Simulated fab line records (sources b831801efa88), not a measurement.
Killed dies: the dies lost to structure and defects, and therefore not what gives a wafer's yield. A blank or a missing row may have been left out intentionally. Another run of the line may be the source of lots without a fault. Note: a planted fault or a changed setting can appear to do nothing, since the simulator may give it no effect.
Which tool was responsible? || flow sky130 || Sampling: 10 lots, 30 wafers, 6 of 708 route steps

WHAT EACH GAUGE READ, for each wafer
SKY_VIA3_OVL_MEAS_13. Usual: VIA3_OVL typically reads -2 nm, with standard deviation 4.3.
{"lot": "L962", "measured": "day 39 10:41", "on": "overlay-01", "VIA3_OVL (nm)": "2 -3 -3", "flag": ""}
{"lot": "L963", "measured": "day 39 14:42", "on": "overlay-02", "VIA3_OVL (nm)": "-3 3 -3", "flag": ""}
{"lot": "L964", "measured": "day 40 02:29", "on": "overlay-02", "VIA3_OVL (nm)": "-2 -2 1", "flag": ""}
{"lot": "L965", "measured": "day 40 11:17", "on": "overlay-01", "VIA3_OVL (nm)": "-1 1 -3", "flag": ""}
{"lot": "L967", "measured": "day 41 17:23", "on": "overlay-01", "VIA3_OVL (nm)": "-4 -6 -8", "flag": ""}
{"lot": "L970", "measured": "day 42 02:09", "on": "overlay-01", "VIA3_OVL (nm)": "-2 0 4", "flag": ""}
{"lot": "L974", "measured": "day 43 02:32", "on": "overlay-01", "VIA3_OVL (nm)": "5 3 3", "flag": ""}
{"lot": "L977", "measured": "day 44 08:56", "on": "overlay-02", "VIA3_OVL (nm)": "-7 -3 1", "flag": ""}
{"lot": "L979", "measured": "day 44 13:20", "on": "overlay-01", "VIA3_OVL (nm)": "-1 -4 -3", "flag": ""}
{"lot": "L985", "measured": "day 46 05:47", "on": "overlay-02", "VIA3_OVL (nm)": "-1 -6 -2", "flag": ""}

SKY_CAP2M_RS_MEAS_03: measurement is done with a four-point probe. Usual: CAP2M_TIN_RS typically reads 6.95 ohm/sq, with standard deviation 0.091.
{"lot": "L962", "measured": "day 39 12:29", "on": "film metro-01", "CAP2M_TIN_RS (ohm/sq)": "6.90 6.96 6.88", "flag": ""}
{"lot": "L963", "measured": "day 39 16:29", "on": "film metro-04", "CAP2M_TIN_RS (ohm/sq)": "6.95 6.89 6.93", "flag": ""}
{"lot": "L964", "measured": "day 40 04:17", "on": "film metro-04", "CAP2M_TIN_RS (ohm/sq)": "7.00 6.95 7.03", "flag": ""}
{"lot": "L965", "measured": "day 40 13:03", "on": "film metro-04", "CAP2M_TIN_RS (ohm/sq)": "7.01 7.05 7.02", "flag": ""}
{"lot": "L967", "measured": "day 41 19:19", "on": "film metro-04", "CAP2M_TIN_RS (ohm/sq)": "6.92 6.95 6.86", "flag": ""}
{"lot": "L970", "measured": "day 42 03:55", "on": "film metro-01", "CAP2M_TIN_RS (ohm/sq)": "6.87 6.82 6.95", "flag": ""}
{"lot": "L974", "measured": "day 43 04:20", "on": "film metro-03", "CAP2M_TIN_RS (ohm/sq)": "7.01 7.06 6.94", "flag": ""}
{"lot": "L977", "measured": "day 44 10:44", "on": "film metro-01", "CAP2M_TIN_RS (ohm/sq)": "6.97 4.13 7.01 6.98 4.12 7.00", "flag": "OFF"}
{"lot": "L979", "measured": "day 44 15:08", "on": "film metro-04", "CAP2M_TIN_RS (ohm/sq)": "6.96 6.96 4.12 6.95 6.98 4.14", "flag": "OFF"}
{"lot": "L985", "measured": "day 46 07:43", "on": "film metro-04", "CAP2M_TIN_RS (ohm/sq)": "6.88 6.85 6.79", "flag": ""}

SKY_CAP2M_THK_MEAS_04: measures by xrf. Usual: CAP2M_TIN_THK typically reads 199.6 nm, with standard deviation 2.7.
{"lot": "L962", "measured": "day 39 12:36", "on": "film metro-01", "CAP2M_TIN_THK (nm)": "200.1 199.0 201.4", "flag": ""}
{"lot": "L963", "measured": "day 39 16:35", "on": "film metro-04", "CAP2M_TIN_THK (nm)": "200.0 201.0 199.9", "flag": ""}
{"lot": "L964", "measured": "day 40 04:23", "on": "film metro-04", "CAP2M_TIN_THK (nm)": "197.3 197.7 197.0", "flag": ""}
{"lot": "L965", "measured": "day 40 13:10", "on": "film metro-04", "CAP2M_TIN_THK (nm)": "196.4 195.4 197.7", "flag": ""}
{"lot": "L967", "measured": "day 41 19:26", "on": "film metro-04", "CAP2M_TIN_THK (nm)": "200.2 199.2 201.6", "flag": ""}
{"lot": "L970", "measured": "day 42 04:01", "on": "film metro-01", "CAP2M_TIN_THK (nm)": "201.5 203.5 199.1", "flag": ""}
{"lot": "L974", "measured": "day 43 04:27", "on": "film metro-03", "CAP2M_TIN_THK (nm)": "197.7 197.0 200.7", "flag": ""}
{"lot": "L977", "measured": "day 44 14:43", "on": "film metro-01", "CAP2M_TIN_THK (nm)": "199.6 333.4 199.2 199.2 333.9 198.4", "flag": "OFF"}
{"lot": "L979", "measured": "day 44 17:58", "on": "film metro-04", "CAP2M_TIN_THK (nm)": "199.5 200.4 333.7 200.0 199.9 334.0", "flag": "OFF"}
{"lot": "L985", "measured": "day 46 07:50", "on": "film metro-04", "CAP2M_TIN_THK (nm)": "201.1 202.1 203.7", "flag": ""}

WHAT TOOL EACH LOT RAN ON (gives the tool, then ch and the chambers of the sampled wafers, and finally the start)
{"lot": "L962", "SKY_VIA3_ETCH_14": "rie diel-02 ch 0,3, day 39 10:44", "SKY_VIA3_STRIP_16": "plasma asher-04 ch 0,1, day 39 10:50", "SKY_CAP2M_SPUTTER_02": "pvd sputter-01, day 39 12:22"}
{"lot": "L963", "SKY_VIA3_ETCH_14": "rie diel-02 ch 0,2, day 39 14:44", "SKY_VIA3_STRIP_16": "plasma asher-04 ch 0,1, day 39 14:52", "SKY_CAP2M_SPUTTER_02": "pvd sputter-01, day 39 16:20"}
{"lot": "L964", "SKY_VIA3_ETCH_14": "rie diel-03 ch 0,1,3, day 40 02:31", "SKY_VIA3_STRIP_16": "plasma asher-02 ch 0,1, day 40 02:37", "SKY_CAP2M_SPUTTER_02": "pvd sputter-02, day 40 04:09"}
{"lot": "L965", "SKY_VIA3_ETCH_14": "rie diel-02 ch 0,3, day 40 11:19", "SKY_VIA3_STRIP_16": "plasma asher-04 ch 0,1, day 40 11:25", "SKY_CAP2M_SPUTTER_02": "pvd sputter-01, day 40 12:55"}
{"lot": "L967", "SKY_VIA3_ETCH_14": "rie diel-04 ch 0,1,3, day 41 17:25", "SKY_VIA3_STRIP_16": "plasma asher-03 ch 0,1, day 41 17:31", "SKY_CAP2M_SPUTTER_02": "pvd sputter-04, day 41 19:13"}
{"lot": "L970", "SKY_VIA3_ETCH_14": "rie diel-02 ch 1,3, day 42 02:10", "SKY_VIA3_STRIP_16": "plasma asher-03 ch 0,1, day 42 02:19", "SKY_CAP2M_SPUTTER_02": "pvd sputter-04, day 42 03:46"}
{"lot": "L974", "SKY_VIA3_ETCH_14": "rie diel-04 ch 0,3, day 43 02:34", "SKY_VIA3_STRIP_16": "plasma asher-04 ch 0,1, day 43 02:40", "SKY_CAP2M_SPUTTER_02": "pvd sputter-01, day 43 04:13"}
{"lot": "L977", "SKY_VIA3_ETCH_14": "rie diel-02 ch 0,1,2, day 44 08:58", "SKY_VIA3_STRIP_16": "plasma asher-02 ch 0,1, day 44 09:04", "SKY_CAP2M_SPUTTER_02": "pvd sputter-04, day 44 10:38"}
{"lot": "L979", "SKY_VIA3_ETCH_14": "rie diel-03 ch 0,1, day 44 13:23", "SKY_VIA3_STRIP_16": "plasma asher-02 ch 0,1, day 44 13:29", "SKY_CAP2M_SPUTTER_02": "pvd sputter-04, day 44 15:01"}
{"lot": "L985", "SKY_VIA3_ETCH_14": "rie diel-03 ch 0,1,3, day 46 05:49", "SKY_VIA3_STRIP_16": "plasma asher-04 ch 0,1, day 46 05:55", "SKY_CAP2M_SPUTTER_02": "pvd sputter-02, day 46 07:37"}
- SKY_VIA3_ETCH_14: etches BARC in N2/H2, stops on SiO2, time 45.9 s, target depth 60 nm.
- SKY_VIA3_STRIP_16: strips in O2/N2.
- SKY_CAP2M_SPUTTER_02: material TiN, target thk 200 nm, time 166.7 s.

WHAT THE TOOLS THEMSELVES READ (means of the sampled wafers that have a number; where no wafer has one, the mark that the record gives instead)
SKY_VIA3_ETCH_14. Usual: drypump motor current A 5.9 A, standard deviation 0.42; h2 flow sccm 200.1 sccm, standard deviation 0.63; oes product au 0.855 a.u., standard deviation 0.0045; throttle valve pct 13.224 %, standard deviation 0.01.
{"lot": "L962", "tool": "rie diel-02", "drypump motor current A (A)": 5.9, "h2 flow sccm (sccm)": 199.6, "oes product au (a.u.)": 0.856, "throttle valve pct (%)": 13.229, "flag": ""}
{"lot": "L963", "tool": "rie diel-02", "drypump motor current A (A)": 6.2, "h2 flow sccm (sccm)": 199.4, "oes product au (a.u.)": 0.853, "throttle valve pct (%)": 13.226, "flag": ""}
{"lot": "L964", "tool": "rie diel-03", "drypump motor current A (A)": 5.8, "h2 flow sccm (sccm)": 199.9, "oes product au (a.u.)": 0.854, "throttle valve pct (%)": 13.218, "flag": ""}
{"lot": "L965", "tool": "rie diel-02", "drypump motor current A (A)": 5.9, "h2 flow sccm (sccm)": 200.4, "oes product au (a.u.)": 0.859, "throttle valve pct (%)": 13.230, "flag": ""}
{"lot": "L967", "tool": "rie diel-04", "drypump motor current A (A)": 5.7, "h2 flow sccm (sccm)": 200.0, "oes product au (a.u.)": 0.856, "throttle valve pct (%)": 13.222, "flag": ""}
{"lot": "L970", "tool": "rie diel-02", "drypump motor current A (A)": 5.6, "h2 flow sccm (sccm)": 200.4, "oes product au (a.u.)": 0.855, "throttle valve pct (%)": 13.215, "flag": ""}
{"lot": "L974", "tool": "rie diel-04", "drypump motor current A (A)": 5.7, "h2 flow sccm (sccm)": 200.0, "oes product au (a.u.)": 0.852, "throttle valve pct (%)": 13.230, "flag": ""}
{"lot": "L977", "tool": "rie diel-02", "drypump motor current A (A)": 5.9, "h2 flow sccm (sccm)": 199.8, "oes product au (a.u.)": 0.855, "throttle valve pct (%)": 13.217, "flag": ""}
{"lot": "L979", "tool": "rie diel-03", "drypump motor current A (A)": 5.5, "h2 flow sccm (sccm)": 200.2, "oes product au (a.u.)": 0.852, "throttle valve pct (%)": 13.230, "flag": ""}
{"lot": "L985", "tool": "rie diel-03", "drypump motor current A (A)": 5.8, "h2 flow sccm (sccm)": 199.8, "oes product au (a.u.)": 0.852, "throttle valve pct (%)": 13.218, "flag": ""}

SKY_VIA3_STRIP_16. Usual: drypump motor current A 5.9 A, standard deviation 0.6; oes product au 0.403 a.u., standard deviation 0.0044; strip time to endpoint s 4.152 s, standard deviation 0.023.
{"lot": "L962", "tool": "plasma asher-04", "drypump motor current A (A)": 6.6, "oes product au (a.u.)": 0.403, "strip time to endpoint s (s)": 4.146, "flag": ""}
{"lot": "L963", "tool": "plasma asher-04", "drypump motor current A (A)": 6.6, "oes product au (a.u.)": 0.401, "strip time to endpoint s (s)": 4.140, "flag": ""}
{"lot": "L964", "tool": "plasma asher-02", "drypump motor current A (A)": 5.7, "oes product au (a.u.)": 0.405, "strip time to endpoint s (s)": 4.138, "flag": ""}
{"lot": "L965", "tool": "plasma asher-04", "drypump motor current A (A)": 6.6, "oes product au (a.u.)": 0.401, "strip time to endpoint s (s)": 4.164, "flag": ""}
{"lot": "L967", "tool": "plasma asher-03", "drypump motor current A (A)": 5.6, "oes product au (a.u.)": 0.404, "strip time to endpoint s (s)": 4.177, "flag": ""}
{"lot": "L970", "tool": "plasma asher-03", "drypump motor current A (A)": 5.3, "oes product au (a.u.)": 0.399, "strip time to endpoint s (s)": 4.169, "flag": ""}
{"lot": "L974", "tool": "plasma asher-04", "drypump motor current A (A)": 6.6, "oes product au (a.u.)": 0.404, "strip time to endpoint s (s)": 4.153, "flag": ""}
{"lot": "L977", "tool": "plasma asher-02", "drypump motor current A (A)": 5.7, "oes product au (a.u.)": 0.404, "strip time to endpoint s (s)": 4.155, "flag": ""}
{"lot": "L979", "tool": "plasma asher-02", "drypump motor current A (A)": 5.7, "oes product au (a.u.)": 0.405, "strip time to endpoint s (s)": 4.144, "flag": ""}
{"lot": "L985", "tool": "plasma asher-04", "drypump motor current A (A)": 6.6, "oes product au (a.u.)": 0.401, "strip time to endpoint s (s)": 4.166, "flag": ""}

SKY_CAP2M_SPUTTER_02. Usual: throttle valve pct at 29.8 %, with a standard deviation of 0.61.
{"lot": "L962", "tool": "pvd sputter-01", "throttle valve pct (%)": 29.4, "flag": ""}
{"lot": "L963", "tool": "pvd sputter-01", "throttle valve pct (%)": 29.4, "flag": ""}
{"lot": "L964", "tool": "pvd sputter-02", "throttle valve pct (%)": 29.7, "flag": ""}
{"lot": "L965", "tool": "pvd sputter-01", "throttle valve pct (%)": 29.4, "flag": ""}
{"lot": "L967", "tool": "pvd sputter-04", "throttle valve pct (%)": 29.8, "flag": ""}
{"lot": "L970", "tool": "pvd sputter-04", "throttle valve pct (%)": 30.2, "flag": ""}
{"lot": "L974", "tool": "pvd sputter-01", "throttle valve pct (%)": 29.1, "flag": ""}
{"lot": "L977", "tool": "pvd sputter-04", "throttle valve pct (%)": 30.3, "flag": ""}
{"lot": "L979", "tool": "pvd sputter-04", "throttle valve pct (%)": 30.0, "flag": ""}
{"lot": "L985", "tool": "pvd sputter-02", "throttle valve pct (%)": 29.8, "flag": ""}

THE ANSWER, worked out from the rows above alone
Rule: a lot counts as off when the mean over its wafers that have a number is more than 3 standard deviations away from the usual mean. Also off: a lot with no number at a reading for which 4 or more lots have one. Any other lot the step has rows for is counted as sound. Order of review: gauges by route order, followed by the tools' own readings, for which a lot's mean as printed above is used. The first step at which some lot is off is used, and at that step the reading that is off furthest; a lot without a number counts as furthest.
Off: L977, L979, seen at SKY_CAP2M_RS_MEAS_03 (CAP2M_TIN_RS).
A tool fits if, at a process step before that reading, it ran every lot that is off, and no sound lot after the first of them. Those tools and the gauges at SKY_CAP2M_RS_MEAS_03 are tried in the same way. This does not decide it: 2 tools fit, namely plasma asher-02 at SKY_VIA3_STRIP_16 and pvd sputter-04 at SKY_CAP2M_SPUTTER_02.

WHAT WAS PUT IN BY THE SIMULATOR
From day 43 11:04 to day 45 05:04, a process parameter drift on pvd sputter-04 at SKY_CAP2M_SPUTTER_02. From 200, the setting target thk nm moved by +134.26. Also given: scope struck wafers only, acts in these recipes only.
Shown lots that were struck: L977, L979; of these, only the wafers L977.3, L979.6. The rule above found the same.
